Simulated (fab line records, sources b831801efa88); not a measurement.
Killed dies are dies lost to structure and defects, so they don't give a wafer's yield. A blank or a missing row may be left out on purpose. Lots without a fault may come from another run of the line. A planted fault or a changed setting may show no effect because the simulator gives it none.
Split-lot experiment | flow gf180mcu | 5 lots, 23 wafers read, on a route of 602 steps

THE SPLIT
At GF_VT_IMPLANT_IMPLANT_08, the setting dose_cm2 was moved away from the recipe's 8.29e+12 on 7 of the 23 wafers read, by -4.9% to +15.6%. The other wafers ran this setting at the recipe's value.

FROM THE SPLIT TO THE READING: what the file shows between them, 1 step
- GF_VT_IMPLANT_STRIP_09: strips in O2/N2

THE READING
VT_IMPLANT_TW, at GF_VT_IMPLANT_TW_MEAS_10. Fault-free wafers of this fab line usually give 561, standard deviation 5.2.

wafer  | tool, chamber at the split | dose_cm2 as run | against the recipe | VT_IMPLANT_TW | against lot-mates on the recipe
L080.1 | implanter-04, 0            | 8.29e+12        | recipe             | 561           | -
L080.2 | implanter-04, 0            | 8.29e+12        | recipe             | 561           | -
L080.3 | implanter-04, 0            | 8.29e+12        | recipe             | 561           | -
L080.5 | implanter-04, 0            | 8.29e+12        | recipe             | 562           | -
L080.6 | implanter-04, 0            | 8.29e+12        | recipe             | 563           | -
L082.1 | implanter-02, 0            | 8.29e+12        | recipe             | 558           | -
L082.3 | implanter-02, 0            | 9.418e+12       | +13.6%             | 583           | +26
L082.4 | implanter-02, 0            | 9.418e+12       | +13.6%             | 581           | +24
L082.5 | implanter-02, 0            | 9.418e+12       | +13.6%             | 581           | +24
L082.6 | implanter-02, 0            | 8.29e+12        | recipe             | 556           | -
L083.2 | implanter-03, 0            | 9.584e+12       | +15.6%             | 582           | +24
L083.3 | implanter-03, 0            | 8.29e+12        | recipe             | 558           | -
L083.4 | implanter-03, 0            | 8.29e+12        | recipe             | 559           | -
L083.5 | implanter-03, 0            | 9.584e+12       | +15.6%             | 585           | +27
L083.6 | implanter-03, 0            | 8.29e+12        | recipe             | 558           | -
L084.3 | implanter-03, 0            | 8.29e+12        | recipe             | 570           | -
L084.4 | implanter-03, 0            | 8.29e+12        | recipe             | 569           | -
L084.6 | implanter-03, 0            | 8.29e+12        | recipe             | 569           | -
L085.2 | implanter-03, 0            | 8.29e+12        | recipe             | 559           | -
L085.3 | implanter-03, 0            | 8.29e+12        | recipe             | 559           | -
L085.4 | implanter-03, 0            | 8.29e+12        | recipe             | 560           | -
L085.5 | implanter-03, 0            | 7.882e+12       | -4.9%              | 552           | -7
L085.6 | implanter-03, 0            | 7.882e+12       | -4.9%              | 547           | -12

THE FIT
A straight line over all 23 wafers: VT_IMPLANT_TW changes by +1.53 for each +1% of dose_cm2; r = +0.93; the points scatter about the line by 4.
The same after taking each lot's own level away (the mean of its wafers on the recipe; 23 wafers): +1.74 for each +1%; r = +0.99; scatter 1.4.
On that fit, the largest move of dose_cm2 shifts the reading by 27.
The lots' own levels span 557.0 to 569.3, that is 2.4 times the standard deviation above.
So the lot-to-lot level changes the slope: the two fits differ.
Check: with one of the wafers moved furthest among these (+15.6%) left out of the fit, the line predicts +28 for it against its lot-mates. It came out at +23.7 against them.

OTHER SPLITS ON THESE WAFERS
These wafers also went through other splits before the reading. Each is held against what the fit with the lots' levels taken away leaves over:
other split on the same wafers       | wafers away from the commonest value | r with VT_IMPLANT_TW (lot level and that fit taken away)
GF_STI_CVD_23 sih4_flow_sccm         | 10                                   | -0.32
GF_STI_WET_ETCH_28 temp_c            | 18                                   | +0.29
GF_LVPWELL_COAT_02 spin_rpm          | 8                                    | +0.20
GF_LVPWELL_DEVELOP_06 develop_time_s | 5                                    | +0.21
GF_MVSD_IMPLANT_08 dose_cm2          | 12                                   | +0.11

THE FILE'S OWN FIT
VT_IMPLANT_TW changes by +1.71 for each +1% of dose_cm2, r = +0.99.
